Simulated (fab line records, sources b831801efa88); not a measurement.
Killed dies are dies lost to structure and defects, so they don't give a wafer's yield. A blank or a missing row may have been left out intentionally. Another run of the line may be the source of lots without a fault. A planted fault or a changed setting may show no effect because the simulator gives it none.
Matching of chambers || flow sky130 || 4 sister chambers for SKY_VIA3_CMP_24 on cmp-02
The step polishes, stops on SiO2, t overpolish 20 s, target thk 0 nm. 8 wafers are shown with their chamber, then 7 later ones without.

WAFERS WITH THEIR CHAMBER
{"wafer": "L316.6", "chamber": 0, "motorCurrentA (A)": 11.0, "timeToEndpointS (s)": 100}
{"wafer": "L319.2", "chamber": 1, "motorCurrentA (A)": 13.0, "timeToEndpointS (s)": 93}
{"wafer": "L319.5", "chamber": 3, "motorCurrentA (A)": 9.4, "timeToEndpointS (s)": 96}
{"wafer": "L322.2", "chamber": 3, "motorCurrentA (A)": 9.6, "timeToEndpointS (s)": 94}
{"wafer": "L322.3", "chamber": 0, "motorCurrentA (A)": 10.7, "timeToEndpointS (s)": 96}
{"wafer": "L321.1", "chamber": 2, "motorCurrentA (A)": 11.0, "timeToEndpointS (s)": 92}
{"wafer": "L321.5", "chamber": 2, "motorCurrentA (A)": 10.5, "timeToEndpointS (s)": 93}
{"wafer": "L321.6", "chamber": 1, "motorCurrentA (A)": 13.2, "timeToEndpointS (s)": 95}

WAFERS WITHOUT THEIR CHAMBER
{"wafer": "L330.1", "motorCurrentA (A)": 12.7, "timeToEndpointS (s)": 92}
{"wafer": "L330.2", "motorCurrentA (A)": 10.7, "timeToEndpointS (s)": 94}
{"wafer": "L330.5", "motorCurrentA (A)": 10.7, "timeToEndpointS (s)": 92}
{"wafer": "L331.3", "motorCurrentA (A)": 10.9, "timeToEndpointS (s)": 98}
{"wafer": "L331.6", "motorCurrentA (A)": 12.7, "timeToEndpointS (s)": 93}
{"wafer": "L332.4", "motorCurrentA (A)": 9.3, "timeToEndpointS (s)": 95}
{"wafer": "L332.5", "motorCurrentA (A)": 12.8, "timeToEndpointS (s)": 95}

WHICH CHAMBER EACH ONE RAN IN
{"wafer": "L330.1", "from the rows above": 1, "in truth": 1}
{"wafer": "L330.2", "from the rows above": "can't be placed: 2 or 0", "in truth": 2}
{"wafer": "L330.5", "from the rows above": 2, "in truth": 2}
{"wafer": "L331.3", "from the rows above": 0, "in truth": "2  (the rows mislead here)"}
{"wafer": "L331.6", "from the rows above": 1, "in truth": 1}
{"wafer": "L332.4", "from the rows above": 3, "in truth": 3}
{"wafer": "L332.5", "from the rows above": 1, "in truth": 1}
Placed correctly: 5 of 7. Can't be placed from these rows: 1 (the true chamber is among the candidates in 1). 1 placed wrongly.
How it was worked out, from the rows above alone: a wafer's distance from a chamber is the root of the sum, over the readings, of the square of ((its reading less the chamber's mean) divided by the reading's scatter). The wafer belongs to the nearest chamber; if the next one is less than 2 further off, it can't be placed. The mean given for a chamber averages the wafers shown for that chamber. The scatter: take each reading less its chamber's mean, square it, sum over the shown wafers, divide by the number of wafers less the number of chambers, and take the root.
